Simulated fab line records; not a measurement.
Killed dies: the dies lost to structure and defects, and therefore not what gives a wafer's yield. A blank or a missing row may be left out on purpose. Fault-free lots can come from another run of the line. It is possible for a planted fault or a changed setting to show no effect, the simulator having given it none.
fab line records    flow sky130
record lots=6  wafers=18  last_day=50
route steps=708 shown SONOS_ONO@182 GATE_OXIDE@187 PAD_OPEN@708
lots that met no fault: taken from a fault-free run of the same line
start_h: hours from the record's first day to the start of the lot's first wafer shown    wait_h: hours from the lot's prior step to this one    " identical to the entry in the row above    L1.1+2: several wafers, shown together as one row    - either no value or no given start    * or withheld: withheld    < > ~ a bound
route shown NAME@n: names a module that has steps shown in the file, with the first one's number in the route    usual: mean/standard deviation taken from wafers without a fault    same: alike in all rows    chamber/n: place in a boat    sites: each site's reading    _std_site: their standard deviation    _edge_site: mean of outer sites minus mean of inner sites    radius_mm: how far each site lies from the wafer's centre    mask NAME#n: copy n    behind: the last tool/chamber to shape the wafer    hold: reason for holding the lot/hours on hold/outcome of the hold    device: the n, p or np transistor that did not switch    end of line: the route-end tests of the same wafers    a step without rows: its recipe alone    killed: count of dies lost to structure and defects at first sort (not the wafer's yield)    map: shows each die of a wafer: x if killed, . if not, _ if none is there
set.NAME: setting as actually run; set.NAME@STEP: the setting as run at that earlier step    model.NAME: the simulator's own value behind a step, which no gauge read
lots seen at some steps along the route; tables by step, rows by wafer
services: from which hour (start_h, from the record's first day; less than 0 if before it) a tool's chamber was out of use, for how many hours, and why
## steps
# step SKY_SONOS_ONO_OVL_MEAS_14
# usual SONOS_ONO_OVL=-0.3/1.2
lot.wafer  tool        chamber  start_h  wait_h  SONOS_ONO_OVL[nm]
L503.1     overlay-01  -        280.91   0.1     0.0
L503.2     "           -        "        "       -1.1
L503.4     "           -        "        "       0.4
L514.1     overlay-02  -        389.94   0.1     1.1
L514.3     "           -        "        "       1.8
L514.5     "           -        "        "       1.9
L516.1     overlay-02  -        423.81   0.1     -0.9
L516.2     "           -        "        "       -0.7
L516.4     "           -        "        "       0.1
L521.1     overlay-02  -        440.26   0.1     -1.8
L521.2     "           -        "        "       -1.3
L521.6     "           -        "        "       -1.2
L524.2     overlay-01  -        468.40   0.1     -0.5
L524.5     "           -        "        "       -0.5
L524.6     "           -        "        "       -1.0
L525.3     overlay-01  -        489.80   0.1     0.5
L525.4     "           -        "        "       -0.4
L525.6     "           -        "        "       -1.2
# step SKY_SONOS_ONO_ETCH_15
# recipe target_depth_nm=19.52  chemistry=CHF3/O2  source_w=600  bias_w=200  pressure_mtorr=40  chf3_flow_sccm=50  O2_flow_sccm=5  time_s=7.8
# usual drypump_motor_current_A=5.8/0.41  oes_product_au=0.999/0.01  throttle_valve_pct=8.824/0.0094
lot.wafer  tool         chamber  start_h  wait_h  drypump_motor_current_A  oes_product_au  rf_hours_counter_h  throttle_valve_pct
L503.1     rie_diel-03  1        280.95   0.0     5.4                      0.988           10                  8.817
L503.2     "            3        "        "       5.8                      1.013           1                   8.809
L503.4     "            0        "        "       5.1                      0.993           2                   8.816
L514.1     rie_diel-02  3        389.98   0.0     6.3                      0.991           100                 8.828
L514.3     "            0        "        "       6.3                      0.976           76                  8.816
L514.5     "            1        "        "       6.2                      0.996           -                   8.827
L516.1     rie_diel-03  3        423.85   0.0     5.9                      1.015           4                   8.837
L516.2     "            0        "        "       5.1                      0.999           5                   8.808
L516.4     "            1        "        "       5.4                      1.011           13                  8.834
L521.1     rie_diel-03  3        440.30   0.0     5.8                      1.012           4                   8.829
L521.2     "            2        "        "       5.6                      1.015           13                  8.814
L521.6     "            0        "        "       5.2                      1.013           -                   8.829
L524.2     rie_diel-02  3        468.43   0.0     6.3                      0.981           0                   8.808
L524.5     "            1        "        "       6.1                      0.993           -                   8.824
L524.6     "            2        "        "       5.9                      0.988           -                   8.828
L525.3     rie_diel-04  0        489.83   0.0     5.5                      0.993           8                   8.833
L525.4     "            1        "        "       5.4                      0.992           1                   8.824
L525.6     "            1        "        "       5.4                      0.987           -                   8.803
# step SKY_SONOS_ONO_WET_ETCH_16
# recipe chemistry=dHF  target_depth_nm=14  dry=n2_spin  target=SiO2  dilution=100:1  temp_c=25  time_s=280
# step SKY_SONOS_ONO_STRIP_17
# recipe chemistry=O2/N2  power_w=1400  pressure_mtorr=1500  platen_temp_c=withheld  o2_flow_sccm=3000  n2_flow_sccm=300  overash_fraction=0.5
# usual drypump_motor_current_A=5.6/0.38  o2_flow_sccm=2999/10  oes_product_au=0.710/0.0046  strip_time_to_endpoint_s=14.10/0.042
lot.wafer  tool             chamber  start_h  wait_h  drypump_motor_current_A  o2_flow_sccm  oes_product_au  rf_hours_counter_h  strip_time_to_endpoint_s
L503.1     plasma_asher-02  1        281.15   0.0     5.9                      2986          0.714           16                  14.06
L503.2     "                0        "        "       5.3                      3003          0.705           16                  14.08
L503.4     "                1        "        "       5.9                      3002          0.704           -                   14.08
L514.1     plasma_asher-01  0        390.10   0.0     5.9                      3003          0.716           59                  14.08
L514.3     "                1        "        "       5.1                      3007          0.705           -                   14.07
L514.5     "                1        "        "       5.1                      3026          0.705           -                   14.12
L516.1     plasma_asher-01  0        423.95   0.0     5.9                      2987          0.710           63                  14.19
L516.2     "                1        "        "       5.1                      2989          0.712           63                  14.14
L516.4     "                0        "        "       5.9                      2994          0.705           -                   14.16
L521.1     plasma_asher-01  0        440.40   0.0     5.9                      2980          0.711           64                  14.10
L521.2     "                1        "        "       5.1                      3002          0.713           64                  14.15
L521.6     "                1        "        "       5.1                      3007          0.710           -                   14.14
L524.2     plasma_asher-02  0        468.53   0.0     5.3                      2980          0.712           35                  14.14
L524.5     "                0        "        "       5.3                      2984          0.719           -                   14.18
L524.6     "                1        "        "       5.9                      3000          0.705           -                   14.14
L525.3     plasma_asher-01  1        489.98   0.0     5.1                      2988          0.706           -                   14.10
L525.4     "                0        "        "       5.9                      3001          0.716           -                   14.11
L525.6     "                0        "        "       5.9                      3004          0.708           -                   14.15
# step SKY_SONOS_ONO_WET_ETCH_18
# recipe chemistry=H3PO4  target_depth_nm=15  target=Si3N4  temp_c=160  time_s=172
# step SKY_GATE_OXIDE_CLEAN_00
# recipe chemistry=SC1/SC2  mix=1:4:20  temp_c=70  time_s=150  dry=n2_spin
# step SKY_GATE_OXIDE_OXIDATION_01
# recipe temp_c=900  ambient=O2  stabilise_s=600  purge_s=300  target_thk_a=102.68  ox_time_s=1473
# step SKY_GATE_OXIDE_THK_MEAS_02
# recipe reads=SiO2_of_GATE_OXIDE_OXIDATION_01
# usual GATE_OXIDE_OXIDATION_00_THK=10.26/0.2
lot.wafer  tool           chamber  start_h  wait_h  GATE_OXIDE_OXIDATION_00_THK[nm]
L503.1     film_metro-03  -        284.83   0.0     10.41
L503.2     "              -        "        "       10.40
L503.4     "              -        "        "       10.35
L514.1     film_metro-03  -        393.31   0.0     10.27
L514.3     "              -        "        "       10.11
L514.5     "              -        "        "       10.12
L516.1     film_metro-03  -        426.14   0.0     10.11
L516.2     "              -        "        "       10.25
L516.4     "              -        "        "       10.22
L521.1     film_metro-04  -        442.08   0.0     10.40
L521.2     "              -        "        "       10.12
L521.6     "              -        "        "       10.18
L524.2     film_metro-02  -        471.59   0.0     10.18
L524.5     "              -        "        "       10.24
L524.6     "              -        "        "       10.36
L525.3     film_metro-04  -        491.59   0.0     10.48
L525.4     "              -        "        "       10.41
L525.6     "              -        "        "       10.65
# step SKY_GATE_OXIDE_DEHYDRATE_03
# recipe temp_c=200  time_s=60
# step SKY_GATE_OXIDE_HMDS_04
# recipe prime_time_s=60  prime_temp_c=120
# step SKY_GATE_OXIDE_COAT_05
# recipe resist=NOVOLAK  spin_rpm=3000  resist_thk_nm=1140
# step SKY_GATE_OXIDE_SOFTBAKE_06
# recipe temp_c=90.6  time_s=60  resist=NOVOLAK
# step SKY_GATE_OXIDE_EXPOSE_07
# recipe mask_id=LVOM  na=0.6  source_shape=conventional  sigma_outer=0.6  polarization=unpolarized  target_cd_nm=600  dose_mj=170
lot.wafer   tool              chamber  start_h  wait_h  mask    model.GATE_OXIDE.overlay_x_nm
L503.1+2+4  iline_stepper-02  0        296.81   -       LVOM#0  -1.445
L514.1+3+5  iline_stepper-01  0        407.71   -       LVOM#0  0.3907
L516.1+2+4  iline_stepper-01  0        441.65   -       LVOM#0  0.077
L521.1+2+6  iline_stepper-02  0        457.51   -       LVOM#0  156.8
L524.2+5+6  iline_stepper-02  0        486.88   -       LVOM#0  156.5
L525.3+4+6  iline_stepper-01  0        506.48   -       LVOM#0  1.429
# step SKY_GATE_OXIDE_PEB_08
# recipe temp_c=withheld  time_s=*  resist=NOVOLAK
# step SKY_GATE_OXIDE_DEVELOP_09
# recipe resist=NOVOLAK  developer=TMAH  develop_time_s=60  dev_temp_c=23
# step SKY_GATE_OXIDE_OVL_MEAS_10
# usual GATE_OXIDE_OVL=-0.5/1.3
lot.wafer  tool        chamber  start_h  wait_h  GATE_OXIDE_OVL[nm]
L503.1     overlay-01  -        309.53   0.1     -2.6
L503.2     "           -        "        "       -0.6
L503.4     "           -        "        "       -0.3
L514.1     overlay-02  -        422.62   0.1     -0.3
L514.3     "           -        "        "       0.8
L514.5     "           -        "        "       -0.5
L516.1     overlay-02  -        456.79   0.1     -0.6
L516.2     "           -        "        "       -0.5
L516.4     "           -        "        "       0.0
L521.1     overlay-01  -        472.28   0.1     157.0
L521.2     "           -        "        "       157.1
L521.6     "           -        "        "       157.6
L524.2     overlay-01  -        501.95   0.1     157.1
L524.5     "           -        "        "       155.9
L524.6     "           -        "        "       157.0
L525.3     overlay-02  -        521.69   0.1     1.0
L525.4     "           -        "        "       -0.5
L525.6     "           -        "        "       0.1
# step SKY_GATE_OXIDE_IMPLANT_11
# recipe species=B  energy_kev=10  dose_cm2=2.55e+12  tilt_deg=withheld
# step SKY_PAD_OPEN_PROBE_99
# usual killed_at_M0_to_M3=44/7.6  killed_at_M4_up=3.2/1.7  killed_at_contacts=24/5.7  killed_at_front_end=16/3.9  killed_at_other=0.2/0.45  killed_dies=87/9.5  killed_open=47/6.9  killed_short=40/5.8
# same gross_dies=492  killed_at_back_side=0
lot.wafer  tool       chamber  start_h  wait_h  killed_at_M0_to_M3  killed_at_M4_up  killed_at_contacts  killed_at_front_end  killed_at_other  killed_dies  killed_open  killed_short
L503.1     prober-02  -        1073.56  0.1     42                  2                22                  16                   0                82           47           35
L503.2     prober-02  -        1073.61  0.1     49                  1                19                  18                   0                87           53           34
L503.4     prober-02  -        1073.71  0.2     43                  2                21                  20                   1                87           43           44
L516.1     prober-01  -        1174.16  0.1     44                  0                23                  18                   0                85           45           40
L516.2     prober-01  -        1174.21  0.1     52                  1                24                  13                   0                90           46           44
L516.4     prober-01  -        1174.31  0.2     40                  2                22                  13                   0                77           39           38
L521.1     prober-02  -        1181.85  0.1     43                  1                24                  12                   0                80           42           38
L521.2     prober-02  -        1181.90  0.1     37                  2                26                  18                   0                83           45           38
L521.6     prober-02  -        1182.10  0.2     38                  3                22                  17                   0                80           41           39
L525.3     prober-02  -        1203.79  0.2     44                  3                24                  10                   0                81           40           41
L525.4     prober-02  -        1203.84  0.2     42                  0                26                  13                   0                81           45           36
L525.6     prober-02  -        1203.94  0.2     41                  1                23                  16                   0                81           44           37
# killed by level:class
L503.1 CONTACT:geometric_particle:open=11 VIA3:geometric_particle:open=10 VIA1:geometric_particle:open=8 LI_CONTACT:geometric_particle:open=5 VIA2:geometric_particle:open=5 VIA1:geometric_particle:short=5 POLY_GATE:geometric_particle:short=4 FIELD_ISO:geometric_particle:short=3
L503.2 VIA2:geometric_particle:open=10 VIA1:geometric_particle:open=10 LI_CONTACT:geometric_particle:open=9 FIELD_ISO:geometric_particle:short=7 FIELD_ISO:geometric_particle:open=6 VIA2:geometric_particle:short=6 VIA3:geometric_particle:open=6 CONTACT:geometric_particle:open=4
L503.4 FIELD_ISO:geometric_particle:short=8 VIA1:geometric_particle:open=8 LI_CONTACT:geometric_particle:open=7 CONTACT:geometric_particle:open=6 VIA3:geometric_particle:open=5 VIA2:geometric_particle:open=5 METAL1:geometric_particle:short=5 POLY_GATE:geometric_particle:short=4
L516.1 METAL1:geometric_particle:short=9 VIA1:geometric_particle:open=9 FIELD_ISO:geometric_particle:short=7 CONTACT:geometric_particle:open=7 VIA3:geometric_particle:open=7 VIA2:geometric_particle:open=6 LI_CONTACT:geometric_particle:open=6 CONTACT:geometric_particle:short=5
L516.2 VIA1:geometric_particle:open=12 METAL2:geometric_particle:short=10 VIA2:geometric_particle:open=8 LI_CONTACT:geometric_particle:open=6 CONTACT:geometric_particle:open=6 LI_CONTACT:geometric_particle:short=5 POLY_GATE:geometric_particle:open=5 LOCAL_INTERCONNECT:geometric_particle:short=5
L516.4 CONTACT:geometric_particle:open=11 VIA1:geometric_particle:open=7 METAL2:geometric_particle:short=7 METAL1:geometric_particle:short=6 VIA3:geometric_particle:open=6 LI_CONTACT:geometric_particle:open=5 FIELD_ISO:geometric_particle:short=4 LOCAL_INTERCONNECT:geometric_particle:short=4
L521.1 VIA1:geometric_particle:open=9 CONTACT:geometric_particle:open=8 METAL1:geometric_particle:short=8 METAL2:geometric_particle:short=6 VIA2:geometric_particle:open=6 LI_CONTACT:geometric_particle:open=5 LOCAL_INTERCONNECT:geometric_particle:short=5 POLY_GATE:geometric_particle:short=4
L521.2 CONTACT:geometric_particle:open=9 VIA1:geometric_particle:open=9 LI_CONTACT:geometric_particle:open=7 METAL1:geometric_particle:short=6 VIA3:geometric_particle:open=6 POLY_GATE:geometric_particle:short=5 POLY_GATE:geometric_particle:open=5 METAL2:geometric_particle:short=4
L521.6 METAL2:geometric_particle:short=9 CONTACT:geometric_particle:open=7 LI_CONTACT:geometric_particle:open=6 VIA3:geometric_particle:open=6 FIELD_ISO:geometric_particle:short=5 LI_CONTACT:geometric_particle:short=4 METAL1:geometric_particle:short=4 VIA1:geometric_particle:open=4
L525.3 CONTACT:geometric_particle:open=12 METAL2:geometric_particle:short=7 METAL1:geometric_particle:short=7 VIA1:geometric_particle:open=7 VIA2:geometric_particle:open=7 VIA3:geometric_particle:open=6 CONTACT:geometric_particle:short=5 FIELD_ISO:geometric_particle:short=4
L525.4 CONTACT:geometric_particle:open=10 VIA2:geometric_particle:open=8 LI_CONTACT:geometric_particle:open=7 METAL2:geometric_particle:short=7 VIA3:geometric_particle:open=6 VIA1:geometric_particle:short=5 VIA1:geometric_particle:open=5 FIELD_ISO:geometric_particle:open=4
L525.6 VIA1:geometric_particle:open=13 CONTACT:geometric_particle:open=11 POLY_GATE:geometric_particle:short=5 VIA1:geometric_particle:short=5 VIA2:geometric_particle:open=5 FIELD_ISO:geometric_particle:short=4 FIELD_ISO:geometric_particle:open=4 CONTACT:geometric_particle:short=4
## services
tool              chamber  start_h  hours  kind
plasma_asher-01   -        261.76   4.7    repair
plasma_asher-01   -        273.06   1.7    repair
rie_diel-03       2        284.67   10.5   repair
iline_stepper-02  -        286.18   4.4    pm
iline_stepper-01  -        295.50   1.7    pm
rie_diel-03       1        305.83   15.6   repair
rie_diel-04       3        311.71   25.1   repair
plasma_asher-02   -        324.62   2.8    pm
iline_stepper-02  -        341.87   6.7    repair
plasma_asher-01   -        347.42   2.8    pm
rie_diel-02       -        350.56   2.8    pm
rie_diel-03       3        364.14   8.7    repair
rie_diel-02       3        374.66   3.9    repair
rie_diel-03       2        376.04   12.3   repair
rie_diel-04       3        379.26   5.6    repair
rie_diel-03       2        391.74   4.0    repair
rie_diel-03       -        399.23   0.7    repair
iline_stepper-02  -        405.58   6.3    repair
rie_diel-02       0        411.84   6.3    repair
iline_stepper-01  -        419.40   4.9    repair
rie_diel-02       2        420.07   9.1    repair
rie_diel-02       3        426.77   9.7    repair
iline_stepper-02  -        434.67   1.7    pm
iline_stepper-02  -        464.44   2.4    repair
## key
first_sign step=SKY_GATE_OXIDE_OVL_MEAS_10  reading=GATE_OXIDE_OVL  direction=up  sigmas=99+  usual=-0.5  struck=156.9
effect none on later readings
model_effect step=SKY_GATE_OXIDE_EXPOSE_07  value=GATE_OXIDE.overlay_x_nm  without=-0.09185  struck=156.7
met_at SKY_GATE_OXIDE_EXPOSE_07
struck_wafers L521.1,L521.2,L521.6,L524.2,L524.5,L524.6
tester_left_out L521,L524
onset_between 296.81 457.51
fault kind=scanner_matching_overlay  tool=iline_stepper-02  chamber=-  onset_h=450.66  steps=SKY_GATE_OXIDE_EXPOSE_07  offset=156.74
# tester_left_out: of these lots the tester's yield and bins aren't shown, on N5 and GAA mostly nor the transistor test; their killed dies are dies lost to structure and defects alone, not to doping, threshold or leakage, so they don't give the yield
